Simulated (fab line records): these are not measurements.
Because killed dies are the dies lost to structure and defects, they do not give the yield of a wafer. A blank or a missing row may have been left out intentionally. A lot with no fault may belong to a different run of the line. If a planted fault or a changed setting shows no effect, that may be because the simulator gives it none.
Problem report in the 8D (eight disciplines) form, filled by code | flow sky130 | the parts of the form that need people (team, actions taken, sign-off) are left out

1. WHAT WENT WRONG
VT_ADJUST_HVTP_TW at SKY_VT_ADJUST_HVTP_TW_MEAS_11 reads a mean of 1400 on 1 wafer of 1 lot; wafers without a fault read 1355 with a standard deviation of 9.3. That is +4.8 standard deviations from the usual mean.
Earliest sighting: wafer L299.1 on film metro-02 at day 7 12:50. Wafers with a number at this step in the record: 35, from 12 lots. Rule for "out" (also "out of limits"): further than 4 standard deviations from the usual mean. The rest of the wafers with a number are treated as sound.

2. WHAT IT IS, AND WHAT IT ISN'T
question                    | is                | is not
which readings at this step | VT_ADJUST_HVTP_TW | -
which lots                  | L299              | L294, L295, L296, L297, L301, L308, L311, L312, L313, L315, L317
which wafers of those lots  | L299.1            | L299.3
read on which gauges        | film metro-02     | film metro-01, film metro-03
when                        | from day 7 12:50  | up to then (13 sound wafers); but 21 sound wafers of L301, L308, L311, L312, L313, L315, L317 came after

3. SUSPECTS, AND WHAT RULES EACH OUT
Counting: a tool at a process step up to the reading stays a suspect if it ran every lot that is out. Sound lots after the first of them don't rule it out here, since some wafers of a struck lot are sound.
- the gauge at SKY_VT_ADJUST_HVTP_TW_MEAS_11: ruled out. All the wafers that are out were read on film metro-02, but those of them that SKY_VT_ADJUST_HVTP_IMPLANT_09 has rows for are out there too, on other tools.
- implanter-01 at SKY_VT_ADJUST_HVTP_IMPLANT_09: kept. L299, the lot that is out, went through it at day 7 12:35; up to then, the latest sound lot through it was L296 at day 6 10:42. On those wafers its own readings are out: beam on s, faraday current uA.
Left after counting: implanter-01 at SKY_VT_ADJUST_HVTP_IMPLANT_09.

4. THE CAUSE (what the simulator had put in)
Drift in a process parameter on implanter-01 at SKY_VT_ADJUST_HVTP_IMPLANT_09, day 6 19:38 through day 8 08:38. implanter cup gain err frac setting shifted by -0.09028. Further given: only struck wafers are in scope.
This tool alone remained once counting was done.

5. THE CHAIN OF EFFECTS, in route order
One row per reading whose mean, taken over the struck wafers that have a number, lies over 3 standard deviations from the usual. Scope: only readings with a usual standard deviation given in the record; hours: median across lots of the time from each lot's start at the first step in this table that gives one to its start at this step; sigmas: change in usual standard deviations.
hours | step                          | reading            | usual  | on struck wafers | change | sigmas
0     | SKY_VT_ADJUST_HVTP_IMPLANT_09 | beam on s          | 9.99 s | 10.97            | +0.98  | +4.9
0     | SKY_VT_ADJUST_HVTP_IMPLANT_09 | faraday current uA | 24.3   | 22.2             | -2.1   | -4.4
0     | SKY_VT_ADJUST_HVTP_TW_MEAS_11 | VT_ADJUST_HVTP_TW  | 1355   | 1400             | +45    | +4.8
Here are the process steps it includes:
- SKY_VT_ADJUST_HVTP_IMPLANT_09

6. HOW IT WOULD HAVE BEEN CAUGHT EARLIER
17 hours passed between the start of the fault at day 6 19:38 and the first reading out of limits at a measuring or inspecting step in this record, taken at day 7 12:50.
At SKY_VT_ADJUST_HVTP_IMPLANT_09, the tool's own readings (beam on s, faraday current uA) were out on each struck wafer the step has a row for, so an alarm limit on them would have fired on the first such wafer.
All the lots that are out (1) had begun SKY_VT_ADJUST_HVTP_IMPLANT_09 on implanter-01 by day 7 12:50. Had the tool been put on hold then, not one of them would have been saved.
